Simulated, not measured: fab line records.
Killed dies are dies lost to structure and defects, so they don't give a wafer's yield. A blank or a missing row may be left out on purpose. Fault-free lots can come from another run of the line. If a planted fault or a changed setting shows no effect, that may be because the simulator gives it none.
The same fault as seen by 2 desks / flow sfqLine / each desk holds nothing but its own numbers, with what lay behind them at the end

FOR THE TOOL OWNER'S DESK: cmp-01
The tool's own readings at SFQ_TRILAYER_I0_CMP_CMP_028 (polishes SiO2): means of the sampled wafers that have a number, for each lot that ran on this tool. Marked OUT: a lot whose mean sits more than 4 standard deviations from the usual mean, which makes it out of limits; the brackets give that distance.
Columns: A = edgeZonePressureFrac at SFQ_TRILAYER_I0_CMP_CMP_028, usual 1.000; B = motorCurrentA at SFQ_TRILAYER_I0_CMP_CMP_028, usual 9.8 A; C = timeToEndpointS at SFQ_TRILAYER_I0_CMP_CMP_028, usual 215 s
lot=L904; first seen here=day 12 12:02; A=1.003; B=9.4; C=212
lot=L906; first seen here=day 13 12:02; A=1.000; B=9.3; C=211
lot=L909; first seen here=day 14 08:04; A=1.002; B=9.1; C=210
lot=L913; first seen here=day 15 18:01; A=0.999; B=9.0; C=211
lot=L914; first seen here=day 16 09:47; A=1.004; B=9.2; C=213
lot=L918; first seen here=day 17 15:59; A=0.994; B=9.6; C=202
lot=L920; first seen here=day 18 10:30; A=1.004; B=9.5; C=211
This desk found nothing out of limits on any of the 7 lots.

METROLOGY DESK
What the gauges read, lot by lot, whatever tool the lot ran on: means of the sampled wafers that have a number. Marked OUT: a lot whose mean sits more than 4 standard deviations from the usual mean, which makes it out of limits; the brackets give that distance.
Columns: A = I0_BOW at SFQ_I0_BOW_MEAS_907, usual 3 um
lot=L903; first seen here=day 12 03:07; A=4
lot=L904; first seen here=day 12 14:32; A=4
lot=L905; first seen here=day 13 10:29; A=3
lot=L906; first seen here=day 13 14:32; A=12
lot=L907; first seen here=day 13 16:32; A=4
lot=L908; first seen here=day 13 19:32; A=-2
lot=L909; first seen here=day 14 11:04; A=3
lot=L911; first seen here=day 15 06:08; A=-2
lot=L913; first seen here=day 15 20:31; A=0
lot=L914; first seen here=day 16 11:49; A=6
lot=L918; first seen here=day 17 18:59; A=0
lot=L920; first seen here=day 18 13:30; A=-7
lot=L922; first seen here=day 19 01:40; A=6
lot=L924; first seen here=day 20 02:50; A=-2
This desk found nothing out of limits on any of the 14 lots.

PUT TOGETHER
The tool owner's desk saw nothing out of limits.
Metrology desk: nothing out of limits seen.

WHAT THE SIMULATOR PUT IN
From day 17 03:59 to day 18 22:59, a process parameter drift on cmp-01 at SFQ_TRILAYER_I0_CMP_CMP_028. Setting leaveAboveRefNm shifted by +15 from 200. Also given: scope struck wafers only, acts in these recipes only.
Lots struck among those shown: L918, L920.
